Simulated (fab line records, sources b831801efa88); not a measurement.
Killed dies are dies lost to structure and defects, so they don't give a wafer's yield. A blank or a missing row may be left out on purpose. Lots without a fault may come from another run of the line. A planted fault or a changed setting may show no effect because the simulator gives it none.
Which tool did it? | flow sky130 | 12 lots, 36 wafers sampled, at 5 steps of a route of 708

WHAT THE GAUGES READ, wafer by wafer
SKY_PWDE_OVL_MEAS_07.
lot  | measured    | on         | PWDE_OVL (nm)
L857 | day 4 02:50 | overlay-01 | -1.1 -0.2 -1.6
L858 | day 4 05:47 | overlay-01 | -0.2 0.5 -3.9
L860 | day 4 16:46 | overlay-02 | -2.8 -1.8 -2.4
L861 | day 4 23:50 | overlay-02 | 0.1 1.2 -1.0
L862 | day 5 04:47 | overlay-01 | -1.2 -1.2 -1.2
L863 | day 5 13:02 | overlay-01 | -0.8 1.0 0.9
L864 | day 5 16:49 | overlay-01 | -1.6 -1.5 -1.5
L866 | day 6 00:49 | overlay-01 | -1.2 -0.7 -0.5
L867 | day 6 10:46 | overlay-02 | -0.4 -0.7 -0.1
L869 | day 6 19:54 | overlay-02 | -1.2 -2.0 -1.4
L878 | day 9 02:14 | overlay-02 | -1.3 -1.2 1.3
L879 | day 9 05:08 | overlay-01 | -0.2 0.2 1.4

SKY_VT_ADJUST_LVTN_TW_MEAS_21.
lot  | measured     | on            | VT_ADJUST_LVTN_2_TW
L857 | day 8 00:16  | film_metro-04 | 189.1 189.4 189.1
L858 | day 8 04:27  | film_metro-02 | 187.6 188.3 187.6
L860 | day 8 17:38  | film_metro-04 | 189.6 189.2 189.7
L861 | day 9 02:49  | film_metro-04 | 189.2 189.9 189.6
L862 | day 9 09:38  | film_metro-03 | 187.5 186.0 187.9
L863 | day 9 19:22  | film_metro-02 | 188.3 187.5 188.1
L864 | day 10 00:26 | film_metro-04 | 189.5 189.4 190.2
L866 | day 10 09:04 | film_metro-02 | 189.2 188.9 189.0
L867 | day 10 21:52 | film_metro-03 | 185.3 186.6 185.1
L869 | day 11 09:41 | film_metro-03 | 186.7 186.3 187.0
L878 | day 14 03:08 | film_metro-03 | 185.5 185.4 184.4
L879 | day 14 04:25 | film_metro-02 | 188.4 186.7 188.3

SKY_POLY_GATE_THK_MEAS_21.
lot  | measured     | on            | POLY_GATE_OXIDATION_THK (nm)
L857 | day 16 15:04 | film_metro-02 | 3.88 3.97 3.98
L858 | day 16 22:41 | film_metro-04 | 3.97 4.05 4.00
L860 | day 17 18:43 | film_metro-04 | 4.00 4.18 4.15
L861 | day 18 07:35 | film_metro-01 | 4.03 4.04 4.03
L862 | day 19 16:08 | film_metro-01 | 4.05 4.04 4.11
L863 | day 19 16:08 | film_metro-04 | 4.05 3.99 4.04
L864 | day 19 16:07 | film_metro-02 | 3.96 3.90 3.93
L866 | day 20 10:04 | film_metro-01 | 3.93 4.04 4.04
L867 | day 20 18:45 | film_metro-04 | 4.00 4.01 4.00
L869 | day 21 06:01 | film_metro-01 | 4.07 4.04 4.02
L878 | day 24 10:08 | film_metro-01 | 4.07 4.07 4.12
L879 | day 24 13:26 | film_metro-04 | 3.92 4.01 3.93

WHICH TOOL RAN EACH LOT (tool, then ch and the chambers of the sampled wafers, then the start)
lot  | SKY_POLY_GATE_ETCH_15              | SKY_POLY_GATE_STRIP_18
L857 | rie_diel-03 ch 1,2,3, day 16 13:14 | plasma_asher-01 ch 0,1, day 16 13:29
L858 | rie_diel-04 ch 1,2,3, day 16 19:11 | plasma_asher-03 ch 0,1, day 16 19:25
L860 | rie_diel-04 ch 0,2, day 17 15:16   | plasma_asher-03 ch 0,1, day 17 15:35
L861 | rie_diel-03 ch 1,2,3, day 18 03:23 | plasma_asher-01 ch 0,1, day 18 03:37
L862 | rie_diel-04 ch 0,2,3, day 19 12:29 | plasma_asher-03 ch 0,1, day 19 12:46
L863 | rie_diel-01 ch 0,3, day 19 12:44   | plasma_asher-01 ch 0,1, day 19 12:58
L864 | rie_diel-03 ch 0,1,3, day 19 12:50 | plasma_asher-03 ch 1, day 19 13:05
L866 | rie_diel-03 ch 1,2,3, day 20 01:29 | plasma_asher-01 ch 0,1, day 20 01:43
L867 | rie_diel-01 ch 0,1,3, day 20 13:35 | plasma_asher-01 ch 0,1, day 20 13:50
L869 | rie_diel-01 ch 0,1,3, day 21 02:59 | plasma_asher-01 ch 0,1, day 21 03:13
L878 | rie_diel-03 ch 2,3, day 24 08:29   | plasma_asher-04 ch 1, day 24 08:43
L879 | rie_diel-04 ch 0,1,2, day 24 10:53 | plasma_asher-01 ch 0,1, day 24 11:08
- SKY_POLY_GATE_ETCH_15: etches BARC in N2/H2, stops on SiO2, time 118.5 s, target depth 110 nm.
- SKY_POLY_GATE_STRIP_18: strips in O2/N2.

WHAT THE TOOLS THEMSELVES READ (means of the sampled wafers that have a number; where no wafer has one, the mark that the record gives instead)
SKY_POLY_GATE_ETCH_15.
lot  | tool        | drypump_motor_current_A (A) | oes_product_au (a.u.) | throttle_valve_pct (%)
L857 | rie_diel-03 | 5.8                         | 0.715                 | 13.214
L858 | rie_diel-04 | 5.9                         | 0.719                 | 13.213
L860 | rie_diel-04 | 5.8                         | 0.721                 | 13.213
L861 | rie_diel-03 | 5.8                         | 0.719                 | 13.209
L862 | rie_diel-04 | 5.9                         | 0.722                 | 13.216
L863 | rie_diel-01 | 6.3                         | 0.718                 | 13.209
L864 | rie_diel-03 | 5.5                         | 0.720                 | 13.214
L866 | rie_diel-03 | 5.8                         | 0.716                 | 13.220
L867 | rie_diel-01 | 5.9                         | 0.717                 | 13.209
L869 | rie_diel-01 | 6.0                         | 0.716                 | 13.219
L878 | rie_diel-03 | 6.3                         | 0.718                 | 13.217
L879 | rie_diel-04 | 5.9                         | 0.717                 | 13.209

SKY_POLY_GATE_STRIP_18.
lot  | tool            | drypump_motor_current_A (A) | oes_product_au (a.u.) | strip_time_to_endpoint_s (s)
L857 | plasma_asher-01 | 5.41                        | 0.359                 | 3.174
L858 | plasma_asher-03 | 5.57                        | 0.360                 | 3.181
L860 | plasma_asher-03 | 5.65                        | 0.360                 | 3.220
L861 | plasma_asher-01 | 5.37                        | 0.359                 | 3.161
L862 | plasma_asher-03 | 5.53                        | 0.359                 | 3.187
L863 | plasma_asher-01 | 5.39                        | 0.361                 | 3.173
L864 | plasma_asher-03 | 5.50                        | 0.360                 | 3.158
L866 | plasma_asher-01 | 5.40                        | 0.364                 | 3.185
L867 | plasma_asher-01 | 5.47                        | 0.359                 | 3.170
L869 | plasma_asher-01 | 5.37                        | 0.360                 | 3.143
L878 | plasma_asher-04 | 6.19                        | 0.368                 | 3.296
L879 | plasma_asher-01 | 5.45                        | 0.356                 | 3.159

THE ANSWER, worked out from the rows above alone
Rule: what is usual is taken from the lots themselves. Put in order of their means at a reading, lots are off if they are a third of the lots or fewer, leave a main group of 4 or more, and stand apart from it by a gap of 3 or more times the standard deviation of the main group's means; of several such gaps the widest counts. A main group whose means are all the same, to the digits that the tables above print for the reading, isn't used. A lot without any number at a reading at which 4 lots or more have one is off too. The other lots that the step has rows for count as sound. The gauges are gone through in route order, then the tools' own readings, and for those a lot's mean is taken as printed above. The first step at which some lot is off is used, and at that step the reading that is off furthest; a lot without a number counts as furthest.
Off: L878, at SKY_POLY_GATE_STRIP_18 (drypump_motor_current_A). The main group: mean 5.46 A, standard deviation 0.086.
A tool fits if, at that step or a process step before it, it ran every lot that is off, and no sound lot after the first of them. Can't be told from this: 2 tools fit, rie_diel-03 at SKY_POLY_GATE_ETCH_15, plasma_asher-04 at SKY_POLY_GATE_STRIP_18.

WHAT THE SIMULATOR HAD PUT IN
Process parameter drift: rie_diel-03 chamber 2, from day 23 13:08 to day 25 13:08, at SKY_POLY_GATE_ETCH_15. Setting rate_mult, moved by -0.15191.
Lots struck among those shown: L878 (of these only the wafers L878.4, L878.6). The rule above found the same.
